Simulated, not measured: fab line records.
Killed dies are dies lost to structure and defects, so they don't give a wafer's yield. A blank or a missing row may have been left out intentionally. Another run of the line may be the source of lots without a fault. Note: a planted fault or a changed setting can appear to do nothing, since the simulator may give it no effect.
Chamber matching ; flow gf180mcu ; GF_POLY_GATE_ETCH_13 on rie-si-02: 4 sister chambers
The step etches poly-Si in HBr/Cl2, stops on SiO2, target depth 198.5 nm, time 69.6 s. 4 wafers are shown with their chamber, then 7 later ones without.

## WAFERS, EACH WITH ITS CHAMBER
wafer;chamber;drypump-motor-current-A (A)
L518.1;3;6.4
L518.4;2;5.8
L523.1;1;5.3
L523.2;0;5.5

## WAFERS WITHOUT THEIR CHAMBER
wafer;drypump-motor-current-A (A)
L523.6;5.8
L527.1;5.4
L527.4;5.8
L527.5;5.5
L528.1;5.8
L528.3;6.4
L528.5;5.5

## CHAMBER TAKEN BY EACH
wafer;from the rows above;in truth
L523.6;2;2
L527.1;can't be placed: 0 or 1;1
L527.4;2;2
L527.5;0;0
L528.1;2;2
L528.3;3;3
L528.5;0;0
Correctly placed: 6 of 7. Not placeable from these rows: 1 (in 1, the candidates include the true chamber). Number placed wrongly: 0.
How it was worked out, from the rows above alone: a wafer's distance from a chamber is the root of the sum, over the readings, of the square of ((its reading less the chamber's mean) divided by the reading's scatter). The wafer belongs to the nearest chamber; if the next one is less than 2 further off, it can't be placed. A chamber's mean is the mean of its shown wafers. The scatter (one wafer shown for each chamber): square how far every hidden wafer sits from the nearest shown wafer, average those squares and take the square root.
